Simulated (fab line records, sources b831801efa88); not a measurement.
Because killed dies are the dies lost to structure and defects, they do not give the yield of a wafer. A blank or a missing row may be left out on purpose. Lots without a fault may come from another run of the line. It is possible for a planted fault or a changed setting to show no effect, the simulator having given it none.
The tool behind it: which one? :: flow gf180mcu :: 14 lots, 42 wafers sampled, at 4 steps of a route of 602

== WHAT THE GAUGES READ, wafer by wafer ==
GF_MVPSD_OVL_MEAS_07. Usual: MVPSD_OVL gives 0.0 nm (standard deviation 1.2).
lot: L838
measured: day 5 06:01
on: overlay-02
MVPSD_OVL (nm): 0.0 0.6 0.0
flag: 

lot: L842
measured: day 6 06:14
on: overlay-02
MVPSD_OVL (nm): -0.4 -1.4 -1.4
flag: 

lot: L844
measured: day 6 12:32
on: overlay-02
MVPSD_OVL (nm): -1.5 0.2 -0.3
flag: 

lot: L849
measured: day 8 00:22
on: overlay-02
MVPSD_OVL (nm): -1.8 -1.4 0.6
flag: 

lot: L850
measured: day 8 10:35
on: overlay-01
MVPSD_OVL (nm): -0.6 -0.6 0.7
flag: 

lot: L851
measured: day 8 22:16
on: overlay-02
MVPSD_OVL (nm): -0.7 1.4 -1.0
flag: 

lot: L852
measured: day 9 00:10
on: overlay-01
MVPSD_OVL (nm): -1.7 0.1 0.1
flag: 

lot: L853
measured: day 9 04:35
on: overlay-02
MVPSD_OVL (nm): -0.5 -0.8 -2.3
flag: 

lot: L854
measured: day 9 08:22
on: overlay-02
MVPSD_OVL (nm): -1.1 -0.3 -1.6
flag: 

lot: L855
measured: day 9 16:55
on: overlay-02
MVPSD_OVL (nm): -0.6 -0.5 0.9
flag: 

lot: L856
measured: day 9 21:05
on: overlay-02
MVPSD_OVL (nm): -1.6 -0.5 -1.5
flag: 

lot: L857
measured: day 10 03:10
on: overlay-02
MVPSD_OVL (nm): 2.0 2.2 0.5
flag: 

GF_HV_LDD_CD_MEAS_31: target cd 400 nm. Usual: cd-nm at 405.9 nm, with a standard deviation of 1.8.
lot: L838
measured: day 11 16:25
on: cd-sem-01
cd-nm (nm): 405.8 407.1 407.8
flag: 

lot: L842
measured: day 13 05:34
on: cd-sem-01
cd-nm (nm): 406.3 404.9 406.1
flag: 

lot: L844
measured: day 13 12:32
on: cd-sem-01
cd-nm (nm): 409.1 408.4 405.7
flag: 

lot: L849
measured: day 15 09:16
on: cd-sem-02
cd-nm (nm): 405.2 404.9 405.7
flag: 

lot: L850
measured: day 15 23:01
on: cd-sem-01
cd-nm (nm): 406.1 406.4 405.7
flag: 

lot: L851
measured: day 16 14:13
on: cd-sem-01
cd-nm (nm): 409.2 406.6 406.4
flag: 

lot: L852
measured: day 16 17:46
on: cd-sem-01
cd-nm (nm): 404.8 406.3 406.6
flag: 

lot: L853
measured: day 16 22:47
on: cd-sem-02
cd-nm (nm): 407.9 407.9 408.6
flag: 

lot: L854
measured: day 17 07:29
on: cd-sem-02
cd-nm (nm): 409.4 407.6 407.8
flag: 

lot: L855
measured: day 17 17:57
on: cd-sem-02
cd-nm (nm): 405.8 403.7 406.7
flag: 

lot: L856
measured: day 17 20:46
on: cd-sem-02
cd-nm (nm): 404.3 404.3 404.8
flag: 

lot: L857
measured: day 18 04:11
on: cd-sem-01
cd-nm (nm): 404.6 406.3 404.7
flag: 

== TOOL THAT RAN EACH LOT (tool first, then ch and the chambers of the sampled wafers, then the start) ==
lot: L838
GF_STI_WET_ETCH_17: wet-bench-02 ch 1, day 2 06:32
GF_MVPSD_STRIP_10: plasma-asher-02 ch 0,1, day 5 06:21

lot: L842
GF_STI_WET_ETCH_17: wet-bench-02 ch 0, day 3 04:16
GF_MVPSD_STRIP_10: plasma-asher-02 ch 0,1, day 6 06:34

lot: L844
GF_STI_WET_ETCH_17: wet-bench-04 ch 3, day 3 13:20
GF_MVPSD_STRIP_10: plasma-asher-04 ch 0,1, day 6 12:52

lot: L845
GF_STI_WET_ETCH_17: wet-bench-04 ch 0, day 3 19:19
GF_MVPSD_STRIP_10: -

lot: L846
GF_STI_WET_ETCH_17: wet-bench-03 ch 1, day 4 00:23
GF_MVPSD_STRIP_10: -

lot: L849
GF_STI_WET_ETCH_17: wet-bench-03 ch 2, day 4 17:34
GF_MVPSD_STRIP_10: plasma-asher-01 ch 0,1, day 8 00:42

lot: L850
GF_STI_WET_ETCH_17: wet-bench-02 ch 3, day 4 19:56
GF_MVPSD_STRIP_10: plasma-asher-04 ch 0,1, day 8 10:56

lot: L851
GF_STI_WET_ETCH_17: wet-bench-03 ch 1, day 5 01:37
GF_MVPSD_STRIP_10: plasma-asher-04 ch 0,1, day 8 22:36

lot: L852
GF_STI_WET_ETCH_17: wet-bench-03 ch 1, day 5 07:43
GF_MVPSD_STRIP_10: plasma-asher-01 ch 0, day 9 00:30

lot: L853
GF_STI_WET_ETCH_17: wet-bench-03 ch 0, day 5 12:49
GF_MVPSD_STRIP_10: plasma-asher-01 ch 0,1, day 9 04:55

lot: L854
GF_STI_WET_ETCH_17: wet-bench-03 ch 1, day 5 17:19
GF_MVPSD_STRIP_10: plasma-asher-01 ch 0,1, day 9 08:42

lot: L855
GF_STI_WET_ETCH_17: wet-bench-03 ch 0, day 6 04:35
GF_MVPSD_STRIP_10: plasma-asher-02 ch 0,1, day 9 17:15

lot: L856
GF_STI_WET_ETCH_17: wet-bench-04 ch 3, day 6 04:56
GF_MVPSD_STRIP_10: plasma-asher-01 ch 0,1, day 9 21:25

lot: L857
GF_STI_WET_ETCH_17: wet-bench-03 ch 0, day 6 10:56
GF_MVPSD_STRIP_10: plasma-asher-01 ch 0, day 10 03:31
- GF_STI_WET_ETCH_17: etches Si3N4 in H3PO4, target depth 45 nm, time 514 s.
- GF_MVPSD_STRIP_10: strips in O2/N2.

== AS READ BY THE TOOLS THEMSELVES (means over the sampled wafers that have a number; for cases with no such wafer, the mark the record gives instead) ==
GF_STI_WET_ETCH_17. Usual: bath-guard-temp-C 160.0 C, standard deviation 0.56; bath-heat-duty-pct 27.1 %, standard deviation 2.7; temp-c 160.05 C, standard deviation 0.14.
lot: L838
tool: wet-bench-02
bath-guard-temp-C (C): 159.5
bath-heat-duty-pct (%): 24.5
temp-c (C): 160.14
flag: 

lot: L842
tool: wet-bench-02
bath-guard-temp-C (C): 158.7
bath-heat-duty-pct (%): 23.5
temp-c (C): 160.12
flag: 

lot: L844
tool: wet-bench-04
bath-guard-temp-C (C): 160.1
bath-heat-duty-pct (%): 31.1
temp-c (C): 159.99
flag: 

lot: L845
tool: wet-bench-04
bath-guard-temp-C (C): -
bath-heat-duty-pct (%): -
temp-c (C): -
flag: OFF

lot: L846
tool: wet-bench-03
bath-guard-temp-C (C): -
bath-heat-duty-pct (%): -
temp-c (C): -
flag: OFF

lot: L849
tool: wet-bench-03
bath-guard-temp-C (C): 160.5
bath-heat-duty-pct (%): 23.2
temp-c (C): 160.27
flag: 

lot: L850
tool: wet-bench-02
bath-guard-temp-C (C): 159.9
bath-heat-duty-pct (%): 30.6
temp-c (C): 160.29
flag: 

lot: L851
tool: wet-bench-03
bath-guard-temp-C (C): 160.1
bath-heat-duty-pct (%): 25.5
temp-c (C): 159.97
flag: 

lot: L852
tool: wet-bench-03
bath-guard-temp-C (C): 160.3
bath-heat-duty-pct (%): 26.1
temp-c (C): 160.12
flag: 

lot: L853
tool: wet-bench-03
bath-guard-temp-C (C): 160.7
bath-heat-duty-pct (%): 29.7
temp-c (C): 160.05
flag: 

lot: L854
tool: wet-bench-03
bath-guard-temp-C (C): 160.3
bath-heat-duty-pct (%): 26.5
temp-c (C): 159.98
flag: 

lot: L855
tool: wet-bench-03
bath-guard-temp-C (C): 160.8
bath-heat-duty-pct (%): 26.6
temp-c (C): 160.08
flag: 

lot: L856
tool: wet-bench-04
bath-guard-temp-C (C): 160.2
bath-heat-duty-pct (%): 30.7
temp-c (C): 160.06
flag: 

lot: L857
tool: wet-bench-03
bath-guard-temp-C (C): 160.5
bath-heat-duty-pct (%): 28.2
temp-c (C): 159.98
flag: 

GF_MVPSD_STRIP_10. Usual: drypump-motor-current-A 5.5 A, standard deviation 0.4; heater-power-w 321 W, standard deviation 21; oes-product-au 0.723 a.u., standard deviation 0.0041; strip-time-to-endpoint-s 36.91 s, standard deviation 0.095.
lot: L838
tool: plasma-asher-02
drypump-motor-current-A (A): 5.8
heater-power-w (W): 336
oes-product-au (a.u.): 0.723
strip-time-to-endpoint-s (s): 36.76
flag: 

lot: L842
tool: plasma-asher-02
drypump-motor-current-A (A): 5.9
heater-power-w (W): 315
oes-product-au (a.u.): 0.715
strip-time-to-endpoint-s (s): 36.90
flag: 

lot: L844
tool: plasma-asher-04
drypump-motor-current-A (A): 5.7
heater-power-w (W): 329
oes-product-au (a.u.): 0.725
strip-time-to-endpoint-s (s): 36.94
flag: 

lot: L849
tool: plasma-asher-01
drypump-motor-current-A (A): 5.2
heater-power-w (W): 307
oes-product-au (a.u.): 0.727
strip-time-to-endpoint-s (s): 36.87
flag: 

lot: L850
tool: plasma-asher-04
drypump-motor-current-A (A): 5.6
heater-power-w (W): 334
oes-product-au (a.u.): 0.720
strip-time-to-endpoint-s (s): 36.98
flag: 

lot: L851
tool: plasma-asher-04
drypump-motor-current-A (A): 5.6
heater-power-w (W): 335
oes-product-au (a.u.): 0.722
strip-time-to-endpoint-s (s): 36.95
flag: 

lot: L852
tool: plasma-asher-01
drypump-motor-current-A (A): 5.4
heater-power-w (W): 297
oes-product-au (a.u.): 0.724
strip-time-to-endpoint-s (s): 37.05
flag: 

lot: L853
tool: plasma-asher-01
drypump-motor-current-A (A): 5.2
heater-power-w (W): 305
oes-product-au (a.u.): 0.721
strip-time-to-endpoint-s (s): 37.03
flag: 

lot: L854
tool: plasma-asher-01
drypump-motor-current-A (A): 5.2
heater-power-w (W): 307
oes-product-au (a.u.): 0.722
strip-time-to-endpoint-s (s): 37.09
flag: 

lot: L855
tool: plasma-asher-02
drypump-motor-current-A (A): 5.8
heater-power-w (W): 336
oes-product-au (a.u.): 0.723
strip-time-to-endpoint-s (s): 36.83
flag: 

lot: L856
tool: plasma-asher-01
drypump-motor-current-A (A): 5.2
heater-power-w (W): 304
oes-product-au (a.u.): 0.727
strip-time-to-endpoint-s (s): 36.89
flag: 

lot: L857
tool: plasma-asher-01
drypump-motor-current-A (A): 5.4
heater-power-w (W): 297
oes-product-au (a.u.): 0.719
strip-time-to-endpoint-s (s): 36.96
flag: 

== THE ANSWER, worked out from the rows above alone ==
Rule: take the mean of a lot's wafers that have a number; if it is more than 3 standard deviations from the usual mean, the lot is off. Also off: a lot with no number at a reading for which 4 or more lots have one. Where the step has rows for the other lots, those lots are counted as sound. The gauges are gone through in route order, then the tools' own readings, and for those a lot's mean is taken as printed above. At the first step where some lot is off, the reading lying furthest off is the one used; lots without a number count as furthest.
Off: L845, L846, at GF_STI_WET_ETCH_17 (bath-guard-temp-C). Without a number there: L845, L846.
If a tool, at that step or one of the process steps before it, ran each lot that is off and ran no sound lot following the first of them, it fits. Of those tried, none fits.

== WHAT HAD BEEN PUT IN BY THE SIMULATOR ==
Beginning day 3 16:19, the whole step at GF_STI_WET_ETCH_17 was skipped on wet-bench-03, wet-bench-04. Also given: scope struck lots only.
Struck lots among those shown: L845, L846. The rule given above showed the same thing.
